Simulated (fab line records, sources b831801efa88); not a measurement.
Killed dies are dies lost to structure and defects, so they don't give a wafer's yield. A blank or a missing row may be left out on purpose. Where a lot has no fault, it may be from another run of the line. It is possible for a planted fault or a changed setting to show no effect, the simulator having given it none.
The tool behind it: which one? :: flow gf180mcu :: 11 lots, 33 wafers sampled, at 5 steps of a route of 602

WHAT THE GAUGES READ, wafer by wafer
GF_TOP_METAL_RS_MEAS_05: the measuring method here is four-point-probe. Usual: TOP_METAL_ALCU_RS 0.0328 ohm/sq, standard deviation 0.0004.
lot: L285
measured: day 28 00:06
on: filmMetro-04
TOP_METAL_ALCU_RS (ohm/sq): 0.0334 0.0339 0.0337
flag: 

lot: L286
measured: day 28 00:37
on: filmMetro-04
TOP_METAL_ALCU_RS (ohm/sq): 0.0323 0.0326 0.0320
flag: 

lot: L287
measured: day 28 08:53
on: filmMetro-04
TOP_METAL_ALCU_RS (ohm/sq): 0.0328 0.0326 0.0328
flag: 

lot: L290
measured: day 29 14:40
on: filmMetro-03
TOP_METAL_ALCU_RS (ohm/sq): 0.0326 0.0329 0.0327
flag: 

lot: L292
measured: day 29 21:32
on: filmMetro-04
TOP_METAL_ALCU_RS (ohm/sq): 0.0328 0.0332 0.0331
flag: 

lot: L291
measured: day 29 22:45
on: filmMetro-03
TOP_METAL_ALCU_RS (ohm/sq): 0.0332 0.0330 0.0326
flag: 

lot: L296
measured: day 31 07:37
on: filmMetro-03
TOP_METAL_ALCU_RS (ohm/sq): 0.0323 0.0330 0.0326
flag: 

lot: L297
measured: day 31 11:37
on: filmMetro-04
TOP_METAL_ALCU_RS (ohm/sq): 0.0327 0.0328 0.0330
flag: 

lot: L304
measured: day 33 03:08
on: filmMetro-02
TOP_METAL_ALCU_RS (ohm/sq): 0.0334 0.0331 0.0334
flag: 

lot: L306
measured: day 33 11:48
on: filmMetro-04
TOP_METAL_ALCU_RS (ohm/sq): 0.0326 0.0325 0.0328
flag: 

lot: L307
measured: day 33 17:59
on: filmMetro-04
TOP_METAL_ALCU_RS (ohm/sq): 0.0326 0.0324 0.0322
flag: 

GF_PASSIVATION_THK_MEAS_03. Usual: PASSIVATION_CVD_02_THK 701 nm, standard deviation 9.
lot: L285
measured: day 28 21:38
on: filmMetro-04
PASSIVATION_CVD_02_THK (nm): 701 691 706
flag: 

lot: L286
measured: day 28 22:17
on: filmMetro-04
PASSIVATION_CVD_02_THK (nm): 687 698 700
flag: 

lot: L287
measured: day 29 06:05
on: filmMetro-02
PASSIVATION_CVD_02_THK (nm): 708 711 721
flag: 

lot: L290
measured: day 30 10:34
on: filmMetro-04
PASSIVATION_CVD_02_THK (nm): 695 704 711
flag: 

lot: L292
measured: day 30 17:17
on: filmMetro-01
PASSIVATION_CVD_02_THK (nm): 709 703 708
flag: 

lot: L291
measured: day 30 18:46
on: filmMetro-04
PASSIVATION_CVD_02_THK (nm): 695 683 701
flag: 

lot: L296
measured: day 32 02:26
on: filmMetro-04
PASSIVATION_CVD_02_THK (nm): 799 805 811
flag: OFF

lot: L297
measured: day 32 06:10
on: filmMetro-04
PASSIVATION_CVD_02_THK (nm): 783 785 807
flag: OFF

lot: L304
measured: day 33 20:07
on: filmMetro-04
PASSIVATION_CVD_02_THK (nm): 698 704 703
flag: 

lot: L306
measured: day 34 04:57
on: filmMetro-04
PASSIVATION_CVD_02_THK (nm): 708 703 708
flag: 

lot: L307
measured: day 34 10:52
on: filmMetro-01
PASSIVATION_CVD_02_THK (nm): 684 702 717
flag: 

EACH LOT AND THE TOOL THAT RAN IT (in order: tool; ch and the chambers of the sampled wafers; start)
lot: L285
GF_MIM_SPUTTER_02: pvdSputter-03, day 25 05:42
GF_MIM_SPUTTER_04: pvdSputter-03, day 25 05:45
GF_PASSIVATION_CVD_02: pecvd-03 ch 0,1,2, day 28 21:21

lot: L286
GF_MIM_SPUTTER_02: pvdSputter-03, day 25 06:19
GF_MIM_SPUTTER_04: pvdSputter-03, day 25 06:22
GF_PASSIVATION_CVD_02: pecvd-01 ch 0,1,2, day 28 22:01

lot: L287
GF_MIM_SPUTTER_02: pvdSputter-03, day 25 13:55
GF_MIM_SPUTTER_04: pvdSputter-03, day 25 13:58
GF_PASSIVATION_CVD_02: pecvd-04 ch 0,1,2, day 29 05:47

lot: L290
GF_MIM_SPUTTER_02: pvdSputter-03, day 26 22:35
GF_MIM_SPUTTER_04: pvdSputter-03, day 26 22:38
GF_PASSIVATION_CVD_02: pecvd-01 ch 0,1, day 30 10:17

lot: L292
GF_MIM_SPUTTER_02: pvdSputter-01, day 27 06:01
GF_MIM_SPUTTER_04: pvdSputter-01, day 27 06:04
GF_PASSIVATION_CVD_02: pecvd-04 ch 0,1,2, day 30 16:59

lot: L291
GF_MIM_SPUTTER_02: pvdSputter-03, day 27 07:32
GF_MIM_SPUTTER_04: pvdSputter-03, day 27 07:35
GF_PASSIVATION_CVD_02: pecvd-04 ch 0,1,2, day 30 18:28

lot: L296
GF_MIM_SPUTTER_02: pvdSputter-03, day 28 18:56
GF_MIM_SPUTTER_04: pvdSputter-03, day 28 18:59
GF_PASSIVATION_CVD_02: pecvd-04 ch 0,1, day 32 02:08

lot: L297
GF_MIM_SPUTTER_02: pvdSputter-03, day 28 22:49
GF_MIM_SPUTTER_04: pvdSputter-03, day 28 22:52
GF_PASSIVATION_CVD_02: pecvd-04 ch 0,1,2, day 32 05:49

lot: L304
GF_MIM_SPUTTER_02: pvdSputter-02, day 30 17:53
GF_MIM_SPUTTER_04: pvdSputter-02, day 30 17:56
GF_PASSIVATION_CVD_02: pecvd-01 ch 0,1,2, day 33 19:49

lot: L306
GF_MIM_SPUTTER_02: pvdSputter-01, day 31 04:53
GF_MIM_SPUTTER_04: pvdSputter-01, day 31 04:56
GF_PASSIVATION_CVD_02: pecvd-01 ch 0,1,2, day 34 04:46

lot: L307
GF_MIM_SPUTTER_02: pvdSputter-03, day 31 12:01
GF_MIM_SPUTTER_04: pvdSputter-03, day 31 12:04
GF_PASSIVATION_CVD_02: pecvd-03 ch 1,2, day 34 10:35
- GF_MIM_SPUTTER_02: material AlCu, target thk 450 nm, time 23.9 s.
- GF_MIM_SPUTTER_04: material TiN, target thk 50 nm, time 41.7 s.
- GF_PASSIVATION_CVD_02: deposits Si3N4, target thk 700 nm, time 486.18 s.

AS READ BY THE TOOLS THEMSELVES (means over the sampled wafers that have a number; for cases with no such wafer, the mark the record gives instead)
GF_MIM_SPUTTER_02. Usual: cathodeDcPowerW 10600 W, standard deviation 2.1; throttleValvePct 30.1 %, standard deviation 0.87.
lot: L285
tool: pvdSputter-03
cathodeDcPowerW (W): 10599
throttleValvePct (%): 30.5
flag: 

lot: L286
tool: pvdSputter-03
cathodeDcPowerW (W): 10603
throttleValvePct (%): 30.3
flag: 

lot: L287
tool: pvdSputter-03
cathodeDcPowerW (W): 10599
throttleValvePct (%): 30.5
flag: 

lot: L290
tool: pvdSputter-03
cathodeDcPowerW (W): 10599
throttleValvePct (%): 30.5
flag: 

lot: L292
tool: pvdSputter-01
cathodeDcPowerW (W): 10601
throttleValvePct (%): 30.1
flag: 

lot: L291
tool: pvdSputter-03
cathodeDcPowerW (W): 10604
throttleValvePct (%): 31.1
flag: 

lot: L296
tool: pvdSputter-03
cathodeDcPowerW (W): 10600
throttleValvePct (%): 30.5
flag: 

lot: L297
tool: pvdSputter-03
cathodeDcPowerW (W): 10600
throttleValvePct (%): 29.8
flag: 

lot: L304
tool: pvdSputter-02
cathodeDcPowerW (W): 10601
throttleValvePct (%): 29.1
flag: 

lot: L306
tool: pvdSputter-01
cathodeDcPowerW (W): 10599
throttleValvePct (%): 30.0
flag: 

lot: L307
tool: pvdSputter-03
cathodeDcPowerW (W): 10599
throttleValvePct (%): 30.9
flag: 

GF_MIM_SPUTTER_04. Usual: cathodeDcPowerW 6499.9 W, standard deviation 1.1; throttleValvePct 30.1 %, standard deviation 0.88.
lot: L285
tool: pvdSputter-03
cathodeDcPowerW (W): 6499.1
throttleValvePct (%): 30.6
flag: 

lot: L286
tool: pvdSputter-03
cathodeDcPowerW (W): 6499.9
throttleValvePct (%): 30.5
flag: 

lot: L287
tool: pvdSputter-03
cathodeDcPowerW (W): 6499.1
throttleValvePct (%): 30.4
flag: 

lot: L290
tool: pvdSputter-03
cathodeDcPowerW (W): 6500.4
throttleValvePct (%): 30.7
flag: 

lot: L292
tool: pvdSputter-01
cathodeDcPowerW (W): 6500.4
throttleValvePct (%): 30.3
flag: 

lot: L291
tool: pvdSputter-03
cathodeDcPowerW (W): 6500.0
throttleValvePct (%): 31.0
flag: 

lot: L296
tool: pvdSputter-03
cathodeDcPowerW (W): 6500.1
throttleValvePct (%): 30.5
flag: 

lot: L297
tool: pvdSputter-03
cathodeDcPowerW (W): 6500.4
throttleValvePct (%): 30.0
flag: 

lot: L304
tool: pvdSputter-02
cathodeDcPowerW (W): 6501.0
throttleValvePct (%): 29.4
flag: 

lot: L306
tool: pvdSputter-01
cathodeDcPowerW (W): 6500.2
throttleValvePct (%): 30.0
flag: 

lot: L307
tool: pvdSputter-03
cathodeDcPowerW (W): 6500.6
throttleValvePct (%): 31.2
flag: 

GF_PASSIVATION_CVD_02. Usual: heaterPowerW reads 666 W (standard deviation 66).
lot: L285
tool: pecvd-03
heaterPowerW (W): 658
flag: 

lot: L286
tool: pecvd-01
heaterPowerW (W): 668
flag: 

lot: L287
tool: pecvd-04
heaterPowerW (W): 704
flag: 

lot: L290
tool: pecvd-01
heaterPowerW (W): 641
flag: 

lot: L292
tool: pecvd-04
heaterPowerW (W): 687
flag: 

lot: L291
tool: pecvd-04
heaterPowerW (W): 731
flag: 

lot: L296
tool: pecvd-04
heaterPowerW (W): 751
flag: 

lot: L297
tool: pecvd-04
heaterPowerW (W): 722
flag: 

lot: L304
tool: pecvd-01
heaterPowerW (W): 630
flag: 

lot: L306
tool: pecvd-01
heaterPowerW (W): 628
flag: 

lot: L307
tool: pecvd-03
heaterPowerW (W): 686
flag: 

THE ANSWER, worked out from the rows above alone
Rule: lot off if the mean of its wafers having a number is beyond 3 standard deviations from the usual mean. Also off: a lot with no number at a reading for which 4 or more lots have one. All remaining lots with rows at the step are treated as sound. After the gauges, taken in route order, come the tools' own readings; for these a lot's mean is taken, as printed above. The first step at which some lot is off is used, and at that step the reading that is off furthest; a lot without a number counts as furthest.
Off: L296, L297, seen at GF_PASSIVATION_THK_MEAS_03 (PASSIVATION_CVD_02_THK).
A tool fits if, at a process step before that reading, it ran every lot that is off, and no sound lot after the first of them. The gauges at GF_PASSIVATION_THK_MEAS_03 are tried like those tools. One candidate fits, namely pecvd-04 at GF_PASSIVATION_CVD_02. Its last sound lot is L291 (day 30 18:28), its first lot that is off L296 (day 32 02:08): a fault that began between those two fits.

WHAT THE SIMULATOR HAD PUT IN
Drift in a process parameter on pecvd-04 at GF_PASSIVATION_CVD_02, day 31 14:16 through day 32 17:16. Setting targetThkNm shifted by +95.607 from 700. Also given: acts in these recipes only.
Shown lots that were struck: L296, L297. The rule given above showed the same thing.
